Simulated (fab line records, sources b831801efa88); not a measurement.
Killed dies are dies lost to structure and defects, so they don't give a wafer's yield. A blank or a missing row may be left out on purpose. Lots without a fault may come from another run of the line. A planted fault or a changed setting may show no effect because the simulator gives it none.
A struck lot beside a sound one | flow gf180mcu | 39 steps out of a route of 602
Sound: wafers L565.1, L565.2, L565.3. Struck: wafer L571.3. (L571.1, L571.2 of the same lot were not struck and are left out.) The cause comes at the end.
At each step with rows: each side's tool, then ch and its chambers, then its first start. Under that, the readings that differ: sound wafers | struck wafers | difference of the means | sigmas: that difference in standard deviations of wafers without a fault.
alike: readings whose means differ by less than 2 such deviations, and words and numbers that are the same on both sides. not compared: withheld readings, readings that some wafer has no value for, bounds like >300 that may hide the same value, and numbers for which the record gives no deviation and whose values overlap.
The two part at a step that has a row with sigmas, a row that says differs or no value, or rows on one side only. Numbers that don't overlap but have no deviation are shown without sigmas and don't part them. A reading that every wafer of one side lacks parts them only if that side has two wafers or more.

first, 4 steps without rows for these wafers: GF_M2_SOFTBAKE_10 (time 60 s); GF_M2_EXPOSE_11 (exposes mask Metal2, target cd 280 nm); GF_M2_PEB_12 (peb time 90 s); GF_M2_DEVELOP_13 (develop time 60 s).
GF_M2_CD_MEAS_14: target cd 280 nm.
  sound on cd_sem-02, day 24 01:46; struck on cd_sem-01, day 25 22:52
  reading    | sound             | struck | difference | sigmas
  cd_nm (nm) | 280.2 280.7 280.7 | 277.6  | -2.9       | -3
GF_M2_OVL_MEAS_15:
  sound on overlay-01, day 24 01:53; struck on overlay-02, day 25 22:59
  alike: M2_OVL
GF_M2_METAL_ETCH_16: etches the open film in Cl2/BCl3, stops on SiO2, target depth 627.5 nm, time 104.6 s.
  sound on rie_metal-01 ch 0,1, day 24 01:55; struck on rie_metal-01 ch 0, day 25 23:01
  alike: bcl3_flow_sccm, drypump_motor_current_A, he_backside_leak_sccm, oes_product_au, throttle_valve_pct
  not compared: rf_hours_counter_h
then, 4 steps without rows for these wafers: GF_M2_STRIP_17 (strips in O2/N2); GF_M2_STRIP_18 (strips in post etch residue remover, time 1200 s); GF_M2_CLEAN_19 (cleans in DIW); GF_V2_CVD_00 (deposits SiO2, target thk 600 nm, time 100 s).
GF_V2_THK_MEAS_01:
  sound on film_metro-01, day 24 02:40; struck on film_metro-01, day 25 23:44
  alike: V2_CVD_00_THK
GF_V2_CVD_02: deposits SiO2 from TEOS, target thk 850 nm, time 94.851 s.
  sound on pecvd-03 ch 0,1,2, day 24 02:44; struck on pecvd-03 ch 2, day 25 23:48
  reading                             | sound           | struck | difference | sigmas
  since_wet_clean_h (h)               | 172 172 172     | 217    | +45        |
  model.SiO2_of_V2_CVD_02.thk_nm (nm) | 834 843.4 843.8 | 327.3  | -513.1     |
  alike: heater_power_w
GF_V2_THK_MEAS_03:
  sound on film_metro-01, day 24 02:48; struck on film_metro-03, day 25 23:52
  reading            | sound       | struck | difference | sigmas
  V2_CVD_02_THK (nm) | 833 843 843 | 327    | -513       | -47
GF_V2_CMP_04: polishes SiO2.
  sound on cmp-01 ch 0,2,3, day 24 03:11; struck on cmp-01 ch 1, day 25 23:56
  reading                | sound    | struck | difference | sigmas
  time_to_endpoint_s (s) | 74 77 80 | 17     | -60        | -12
  alike: motor_current_A
GF_V2_BOW_MEAS_05:
  sound on film_metro-01, day 24 03:26; struck on film_metro-03, day 26 00:14
  alike: V2_BOW
then, 8 steps without rows for these wafers: GF_V2_DEHYDRATE_06 (time 60 s); GF_V2_HMDS_07 (prime time 60 s); GF_V2_COAT_08; GF_V2_COAT_09 (resist thk 1000 nm); GF_V2_SOFTBAKE_10 (time 60 s); GF_V2_EXPOSE_11 (exposes mask Via2, target cd 260 nm); GF_V2_PEB_12 (peb time 90 s); GF_V2_DEVELOP_13 (develop time 60 s).
GF_V2_CD_MEAS_14: target cd 260 nm.
  sound on cd_sem-02, day 25 02:03; struck on cd_sem-02, day 26 20:32
  alike: cd_nm
GF_V2_OVL_MEAS_15:
  sound on overlay-01, day 25 02:10; struck on overlay-02, day 26 20:40
  alike: V2_OVL
then, 1 step without rows for these wafers: GF_V2_ETCH_16 (etches BARC in N2/H2).
GF_V2_ETCH_17: etches SiO2 in C4F8/O2/Ar, stops on TiN, target depth 630 nm.
  sound on rie_diel-01 ch 1,2,3; struck on rie_diel-01 ch 2
  reading                        | sound             | struck | difference | sigmas
  oes_product_au (a.u.)          | 0.861 0.859 0.848 | 0.635  | -0.221     | -45
  model.V2.feature_depth_nm (nm) | 630.6 631.8 632.3 | 327.3  | -304.3     |
  model.etch.depth_nm (nm)       | 630.6 631.8 632.3 | 327.3  | -304.3     |
then, 3 steps without rows for these wafers: GF_V2_STRIP_18 (strips in O2/N2); GF_V2_STRIP_19 (strips in post etch residue remover, time 1200 s); GF_V2_CLEAN_20 (cleans in DIW).
GF_V2_SPUTTER_21: material Ti, target thk 15 nm, time 80.02 s.
  sound on pvd_sputter-02, day 25 03:13; struck on pvd_sputter-03, day 26 21:22
  alike: chamber_pressure_pa, throttle_valve_pct
GF_V2_SPUTTER_22: material TiN, target thk 10 nm, time 40 s.
  sound on pvd_sputter-02, day 25 03:17; struck on pvd_sputter-03, day 26 21:25
  alike: chamber_pressure_pa, throttle_valve_pct
GF_V2_CVD_23: deposits W, target thk 350 nm, time 104.94 s.
  sound on cvd_w-02 ch 0,1, day 25 03:19; struck on cvd_w-02 ch 1, day 26 21:28
  alike: chamber_pressure_Torr, heater_power_w
  not compared: since_wet_clean_h
GF_V2_RS_MEAS_24: measures by four-point-probe.
  sound on film_metro-04, day 25 03:26; struck on film_metro-04, day 26 21:34
  alike: V2_W_RS
GF_V2_THK_MEAS_25: measures by xrf.
  sound on film_metro-04, day 25 03:33; struck on film_metro-04, day 26 21:41
  alike: V2_W_THK
GF_V2_CMP_26: polishes, stops on SiO2, t overpolish 15 s, target thk 0 nm.
  sound on cmp-02 ch 0,1,3, day 25 03:48; struck on cmp-01 ch 2, day 26 21:45
  reading                             | sound           | struck | difference | sigmas
  model.SiO2_of_V2_CVD_02.thk_nm (nm) | 626.8 628 628.5 | 323.5  | -304.3     |
  alike: motor_current_A, overpolish_run_s, time_to_endpoint_s
GF_M3_SPUTTER_00: material Ti, target thk 37.5 nm, time 150 s.
  sound on pvd_sputter-01, day 25 04:06; struck on pvd_sputter-01, day 26 22:03
  alike: chamber_pressure_pa, throttle_valve_pct
-- the record jumps here: 7 days lie between the struck wafers' starts before and after (it left off in module M3 and takes up again in module PASSIVATION, whose first step shown is number 602 of the route) --
GF_PASSIVATION_PROBE_99:
  sound on prober-02, day 32 20:43; struck on prober-02, day 34 04:16
  reading                               | sound             | struck | difference | sigmas
  model.etest.met3_comb.leak_log10_a_um | -11.94 -12 -11.95 | -7.112 | +4.851     |
  model.etest.via2_chain.rc_ohm         | 6.402 6.394 6.347 | 5.452  | -0.929     |

WHERE THEY PART
First at GF_M2_CD_MEAS_14; last, within this record, at GF_V2_ETCH_17. Later steps at which nothing parts them and some readings are alike: GF_V2_SPUTTER_21, GF_V2_SPUTTER_22, GF_V2_CVD_23, GF_V2_RS_MEAS_24, GF_V2_THK_MEAS_25, GF_V2_CMP_26, GF_M3_SPUTTER_00.

WHY: what the simulator had put in
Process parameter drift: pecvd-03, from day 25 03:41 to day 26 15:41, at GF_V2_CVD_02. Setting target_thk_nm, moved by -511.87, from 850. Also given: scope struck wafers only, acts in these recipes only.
